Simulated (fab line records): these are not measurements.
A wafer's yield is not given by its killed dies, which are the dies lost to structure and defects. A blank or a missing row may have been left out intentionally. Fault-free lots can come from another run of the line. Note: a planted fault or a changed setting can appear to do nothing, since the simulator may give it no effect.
A lot that was struck, set against a sound lot	flow sky130	43 out of 708 route steps
Sound: the wafers L359.1, L359.2, L359.5. Struck: wafer L362.2 (L362.3, L362.6, from the same lot, were not struck and are left out); the cause is given at the end.
For every step that has rows: the tool of each side, followed by ch and its chambers, followed by its first start. Under that, the readings that differ: sound wafers	struck wafers	difference of the means	sigmas: that difference in standard deviations of wafers without a fault.
alike: readings whose means differ by less than 2 such deviations, and words and numbers that are the same on both sides. not compared: withheld readings, readings that some wafer has no value for, bounds like >300 that may hide the same value, and numbers for which the record gives no deviation and whose values overlap.
Wherever a step has rows on one side only, a row that says differs or no value, or a row with sigmas, the two part there. When numbers do not overlap yet have no deviation, they are printed without sigmas and do not part them. Lack of a reading on every wafer of one side parts them only where that side has two or more wafers.

first, 1 step without rows for these wafers: SKY_VT_ADJUST_HVTR_IMPLANT_09.
SKY_VT_ADJUST_HVTR_STRIP_10: strips in O2/N2.
  sound on plasma asher-03 ch 0,1, day 10 04:38; struck on plasma asher-01 ch 0, day 11 10:14
reading	sound	struck	difference	sigmas
oes product au (a.u.)	0.721 0.720 0.730	0.707	-0.017	-4
  alike: drypump motor current A, strip time to endpoint s
  not compared: rf hours counter h
SKY_VT_ADJUST_HVTR_TW_MEAS_11:
  sound: film metro-04 at day 10 04:44; struck: film metro-04 at day 11 10:21
  alike: VT_ADJUST_HVTR_TW
then, 7 steps without rows for these wafers: SKY_VT_ADJUST_PCH_DEHYDRATE_00 (time 60 s); SKY_VT_ADJUST_PCH_HMDS_01 (prime time 60 s); SKY_VT_ADJUST_PCH_COAT_02 (resist thk 3000 nm); SKY_VT_ADJUST_PCH_SOFTBAKE_03; SKY_VT_ADJUST_PCH_EXPOSE_04 (exposes mask NWM, target cd 840 nm); SKY_VT_ADJUST_PCH_PEB_05; SKY_VT_ADJUST_PCH_DEVELOP_06 (develop time 60 s).
SKY_VT_ADJUST_PCH_OVL_MEAS_07:
  sound: overlay-02 at day 11 03:26; struck: overlay-01 at day 12 08:38
  alike: VT_ADJUST_PCH_OVL
next, for these wafers, 1 step has no rows: SKY_VT_ADJUST_PCH_IMPLANT_08.
SKY_VT_ADJUST_PCH_STRIP_09: strips in O2/N2.
  sound on plasma asher-02 ch 0,1, day 11 03:37; struck on plasma asher-04 ch 1, day 12 08:49
  alike: drypump motor current A, oes product au, strip time to endpoint s
  not compared: rf hours counter h
SKY_VT_ADJUST_PCH_TW_MEAS_10:
  sound: film metro-01 at day 11 03:43; struck: film metro-04 at day 12 08:56
  alike: VT_ADJUST_PCH_TW
then, 7 steps without rows for these wafers: SKY_SONOS_TUNNEL_DEHYDRATE_00 (time 60 s); SKY_SONOS_TUNNEL_HMDS_01 (prime time 60 s); SKY_SONOS_TUNNEL_COAT_02 (resist thk 1140 nm); SKY_SONOS_TUNNEL_SOFTBAKE_03 (time 60 s); SKY_SONOS_TUNNEL_EXPOSE_04 (exposes mask TUNM, target cd 410 nm); SKY_SONOS_TUNNEL_PEB_05; SKY_SONOS_TUNNEL_DEVELOP_06 (develop time 60 s).
SKY_SONOS_TUNNEL_CD_MEAS_07 targets a cd of 410 nm.
  sound: cd sem-02 at day 12 02:50; struck: cd sem-01 at day 13 08:54
  alike: cd nm
SKY_SONOS_TUNNEL_OVL_MEAS_08:
  sound: overlay-02 at day 12 02:57; struck: overlay-02 at day 13 09:01
  alike: SONOS_TUNNEL_OVL
then, 3 steps without rows for these wafers: SKY_SONOS_TUNNEL_IMPLANT_09; SKY_SONOS_TUNNEL_WET_ETCH_10 (etches SiO2 in dHF, target depth 14 nm, time 280 s); SKY_SONOS_TUNNEL_STRIP_11 (strips in SPM, time 600 s).
SKY_SONOS_TUNNEL_TW_MEAS_12:
  sound: film metro-01 at day 12 03:25; struck: film metro-01 at day 13 09:28
  alike: SONOS_TUNNEL_TW
then, 2 steps without rows for these wafers: SKY_SONOS_TUNNEL_CLEAN_13 (cleans in dHF, time 20 s); SKY_SONOS_ONO_OXIDATION_00 (stabilise 600 s, purge 300 s, target thk 2.6 nm).
SKY_SONOS_ONO_THK_MEAS_01:
  sound: film metro-03 at day 12 09:48; struck: film metro-01 at day 13 10:53
  alike: SONOS_ONO_OXIDATION_THK
then, 1 step without rows for these wafers: SKY_SONOS_ONO_CVD_02 (deposits Si3N4 from DCS/NH3, target thk 10.5 nm, time 180 s).
SKY_SONOS_ONO_THK_MEAS_03:
  sound: film metro-03 at day 12 12:51; struck: film metro-02 at day 13 12:26
  alike: SONOS_ONO_CVD_02_THK
then, 1 step without rows for these wafers: SKY_SONOS_ONO_CVD_04 (deposits SiO2 from SiH4/N2O, target thk 5.7199 nm).
SKY_SONOS_ONO_THK_MEAS_05:
  sound: film metro-03 at day 12 14:10; struck: film metro-03 at day 13 13:44
  alike: SONOS_ONO_CVD_04_THK
then, 7 steps without rows for these wafers: SKY_SONOS_ONO_DEHYDRATE_06 (time 60 s); SKY_SONOS_ONO_HMDS_07 (prime time 60 s); SKY_SONOS_ONO_COAT_08 (resist thk 1140 nm); SKY_SONOS_ONO_SOFTBAKE_09 (time 60 s); SKY_SONOS_ONO_EXPOSE_10 (exposes mask ONOM, target cd 410 nm); SKY_SONOS_ONO_PEB_11; SKY_SONOS_ONO_DEVELOP_12 (develop time 60 s).
SKY_SONOS_ONO_CD_MEAS_13 targets a cd of 410 nm.
  sound: cd sem-02 at day 13 14:47; struck: cd sem-01 at day 14 15:15
  alike: cd nm
-- a jump in the record: the struck wafers' starts before and after are 33 days apart (it breaks off in module SONOS_ONO and resumes in module PAD_OPEN, where the first step shown is number 708 of the route) --
SKY_PAD_OPEN_PROBE_99:
  sound: prober-02 at day 46 11:40; struck: prober-01 at day 47 06:33
reading	sound	struck	difference	sigmas
killed at front end	18 13 18	66	+50	+11
killed at other	0 0 0	2	+2	+3
killed dies	83 95 91	140	+50	+6
  alike: killed_at_M0_to_M3, killed_at_M4_up, killed at contacts, killed open, killed short

== WHERE THEY PART ==
Last at SKY_PAD_OPEN_PROBE_99 as far as this record goes, first at SKY_VT_ADJUST_HVTR_STRIP_10.

WHY: whatever the simulator had introduced
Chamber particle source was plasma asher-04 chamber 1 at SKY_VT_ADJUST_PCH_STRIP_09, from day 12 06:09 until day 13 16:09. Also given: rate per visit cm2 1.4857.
